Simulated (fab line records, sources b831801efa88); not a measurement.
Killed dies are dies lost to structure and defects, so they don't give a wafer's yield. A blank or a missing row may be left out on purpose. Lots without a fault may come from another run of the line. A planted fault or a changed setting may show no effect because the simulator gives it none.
A struck lot beside a sound one | flow sfq_line | 42 steps out of a route of 325
Sound: wafers L695.1, L695.4, L695.5. Struck: wafer L699.5. (L699.2, L699.4 of the same lot were not struck and are left out.) The cause comes at the end.
At each step with rows: each side's tool, then ch and its chambers, then its first start. Under that, the readings that differ: sound wafers | struck wafers | difference of the means | sigmas: that difference in standard deviations of wafers without a fault.
alike: readings whose means differ by less than 2 such deviations, and words and numbers that are the same on both sides. not compared: withheld readings, readings that some wafer has no value for, bounds like >300 that may hide the same value, and numbers for which the record gives no deviation and whose values overlap.
The two part at a step that has a row with sigmas, a row that says differs or no value, or rows on one side only. Numbers that don't overlap but have no deviation are shown without sigmas and don't part them. A reading that every wafer of one side lacks parts them only if that side has two wafers or more.

first, 6 steps without rows for these wafers: SFQ_TRILAYER_M0_LITHO_COAT_026 (resist thk 62 nm); SFQ_TRILAYER_M0_LITHO_COAT_021 (resist thk 600 nm); SFQ_TRILAYER_M0_LITHO_SOFTBAKE_025; SFQ_TRILAYER_M0_LITHO_EXPOSE_022 (exposes mask M0, target cd 500 nm); SFQ_TRILAYER_M0_LITHO_PEB_024 (peb time 60 s); SFQ_TRILAYER_M0_LITHO_DEVELOP_023 (time 60 s).
SFQ_M0_OVL_MEAS_906:
  sound on overlay-01, day 8 11:23; struck on overlay-02, day 9 19:41
  reading     | sound    | struck | difference | sigmas
  M0_OVL (nm) | 19 19 12 | -2     | -19        | -3
SFQ_TRILAYER_M0_BARC_OPEN_METAL_ETCH_031: etches BARC in O2, target depth 125 nm, time 41.7 s.
  sound on rie_metal-04 ch 0,1, day 8 11:25; struck on rie_metal-02 ch 1, day 9 19:43
  alike: drypump_motor_current_A, oes_product_au
  not compared: rf_hours_counter_h
then, 3 steps without rows for these wafers: SFQ_TRILAYER_M0_ETCH_METAL_ETCH_024 (etches Nb in Cl2/Ar, stops on SiO2, target depth 240 nm, time 120 s); SFQ_TRILAYER_M0_STRIP_STRIP_025 (strips in O2); SFQ_TRILAYER_M0_STRIP_SOLV_CLEAN_026 (cleans in NMP, time 600 s).
SFQ_TRILAYER_I0_DEP_PECVD_027: deposits SiO2 from SiH4/N2O, time 111.11 s, target thk 500 nm.
  sound on pecvd-02 ch 0,1, day 8 12:23; struck on pecvd-04 ch 0, day 9 20:40
  alike: heater_power_w, throttle_valve_pct
SFQ_TRILAYER_I0_CMP_CMP_028: polishes SiO2.
  sound on cmp-02 ch 2,3, day 8 19:56; struck on cmp-01 ch 3, day 10 07:02
  reading                                             | sound           | struck | difference | sigmas
  time_to_endpoint_s (s)                              | 218 202 216     | 173    | -39        | -5
  model.SiO2_of_TRILAYER_I0_DEP_PECVD_027.thk_nm (nm) | 199.4 198.9 201 | 250.1  | +50.3      |
  alike: motor_current_A, retaining_ring_pressure_frac
SFQ_I0_BOW_MEAS_907:
  sound on film_metro-04, day 8 22:26; struck on film_metro-04, day 10 08:34
  alike: I0_BOW
SFQ_TRILAYER_I0_METRO_MEASURE_029:
  sound on film_metro-04, day 8 22:34; struck on film_metro-04, day 10 08:52
  reading     | sound             | struck | difference | sigmas
  thk_nm (nm) | 199.4 199.1 201.0 | 250.2  | +50.4      | +36
then, 6 steps without rows for these wafers: SFQ_TRILAYER_I0_VIA_LITHO_COAT_036 (resist thk 62 nm); SFQ_TRILAYER_I0_VIA_LITHO_COAT_031 (resist thk 650 nm); SFQ_TRILAYER_I0_VIA_LITHO_SOFTBAKE_035; SFQ_TRILAYER_I0_VIA_LITHO_EXPOSE_032 (exposes mask I0, target cd 500 nm); SFQ_TRILAYER_I0_VIA_LITHO_PEB_034 (peb time 60 s); SFQ_TRILAYER_I0_VIA_LITHO_DEVELOP_033 (time 60 s).
-- the record jumps here: 2 days lie between the struck wafers' starts before and after --
SFQ_I0_OVL_MEAS_908:
  sound on overlay-01, day 10 15:30; struck on overlay-02, day 12 19:20
  alike: I0_OVL
then, 1 step without rows for these wafers: SFQ_TRILAYER_I0_VIA_BARC_OPEN_VIA_ETCH_046 (etches BARC in O2, target depth 125 nm, time 41.7 s).
SFQ_TRILAYER_I0_VIA_ETCH_VIA_ETCH_034: etches SiO2 in CHF3, stops on Nb, target depth 260 nm.
  sound on rie_diel-03 ch 1,2,3, day 10 15:34; struck on rie_diel-01 ch 1, day 12 19:24
  reading                        | sound             | struck | difference | sigmas
  oes_product_au (a.u.)          | 0.855 0.851 0.857 | 0.976  | +0.122     | +21
  model.I0.feature_depth_nm (nm) | 199.4 198.9 201   | 250.1  | +50.3      |
  model.etch.depth_nm (nm)       | 199.4 198.9 201   | 250.1  | +50.3      |
  alike: drypump_motor_current_A
SFQ_TRILAYER_I0_VIA_STRIP_STRIP_035: strips in O2.
  sound on rie_metal-03 ch 0,1, day 10 15:41; struck on rie_metal-03 ch 0, day 12 19:43
  alike: drypump_motor_current_A, oes_product_au
  not compared: rf_hours_counter_h
then, 1 step without rows for these wafers: SFQ_TRILAYER_I0_VIA_STRIP_SOLV_CLEAN_036 (cleans in NMP, time 600 s).
SFQ_TRILAYER_M1_DEP_PRE_CLEAN_038: time 22.5 s.
  sound on pvd_sputter-03, day 10 16:28; struck on pvd_sputter-05, day 12 20:53
  reading                                             | sound             | struck | difference | sigmas
  model.SiO2_of_TRILAYER_I0_DEP_PECVD_027.thk_nm (nm) | 191.9 191.4 193.5 | 242.6  | +50.3      |
then, 1 step without rows for these wafers: SFQ_TRILAYER_M1_DEP_SPUTTER_037 (material Nb, target thk 200 nm, time 133.3 s).
SFQ_M1_RS_MEAS_909: measures by four-point-probe.
  sound on film_metro-03, day 10 16:35; struck on film_metro-04, day 12 21:02
  alike: M1_NB_RS
then, 6 steps without rows for these wafers: SFQ_TRILAYER_M1_LITHO_COAT_044 (resist thk 62 nm); SFQ_TRILAYER_M1_LITHO_COAT_039 (resist thk 600 nm); SFQ_TRILAYER_M1_LITHO_SOFTBAKE_043; SFQ_TRILAYER_M1_LITHO_EXPOSE_040 (exposes mask M1, target cd 500 nm); SFQ_TRILAYER_M1_LITHO_PEB_042 (peb time 60 s); SFQ_TRILAYER_M1_LITHO_DEVELOP_041 (time 60 s).
-- the record jumps here: 2 days lie between the struck wafers' starts before and after --
SFQ_M1_OVL_MEAS_911:
  sound on overlay-02, day 13 02:17; struck on overlay-01, day 15 08:11
  alike: M1_OVL
SFQ_TRILAYER_M1_BARC_OPEN_METAL_ETCH_054: etches BARC in O2, target depth 125 nm, time 41.7 s.
  sound on rie_metal-01 ch 0,1, day 13 02:19; struck on rie_metal-03 ch 0, day 15 08:13
  alike: drypump_motor_current_A, oes_product_au
  not compared: rf_hours_counter_h
SFQ_TRILAYER_M1_ETCH_METAL_ETCH_042: etches Nb in Cl2/Ar, stops on SiO2, target depth 240 nm, time 120 s.
  sound on rie_metal-01 ch 0,1, day 13 02:23; struck on rie_metal-03 ch 0, day 15 08:17
  alike: drypump_motor_current_A, oes_product_au
  not compared: rf_hours_counter_h
then, 3 steps without rows for these wafers: SFQ_TRILAYER_M1_STRIP_STRIP_043 (strips in O2); SFQ_TRILAYER_M1_STRIP_SOLV_CLEAN_044 (cleans in NMP, time 600 s); SFQ_TRILAYER_I1_DEP_PECVD_045 (deposits SiO2 from SiH4/N2O, time 111.11 s, target thk 500 nm).
-- the record jumps here: 54 days lie between the struck wafers' starts before and after --
SFQ_M8_BOW_MEAS_951:
  sound on film_metro-03, day 68 10:30; struck on film_metro-01, day 69 11:32
  alike: M8_BOW
  not compared: model.etest.i0.link_ohm

WHERE THEY PART
First at SFQ_M0_OVL_MEAS_906; last, within this record, at SFQ_TRILAYER_I0_VIA_ETCH_VIA_ETCH_034. Later steps at which nothing parts them and some readings are alike: SFQ_TRILAYER_I0_VIA_STRIP_STRIP_035, SFQ_M1_RS_MEAS_909, SFQ_M1_OVL_MEAS_911, SFQ_TRILAYER_M1_BARC_OPEN_METAL_ETCH_054, SFQ_TRILAYER_M1_ETCH_METAL_ETCH_042, SFQ_M8_BOW_MEAS_951.

WHY: what the simulator had put in
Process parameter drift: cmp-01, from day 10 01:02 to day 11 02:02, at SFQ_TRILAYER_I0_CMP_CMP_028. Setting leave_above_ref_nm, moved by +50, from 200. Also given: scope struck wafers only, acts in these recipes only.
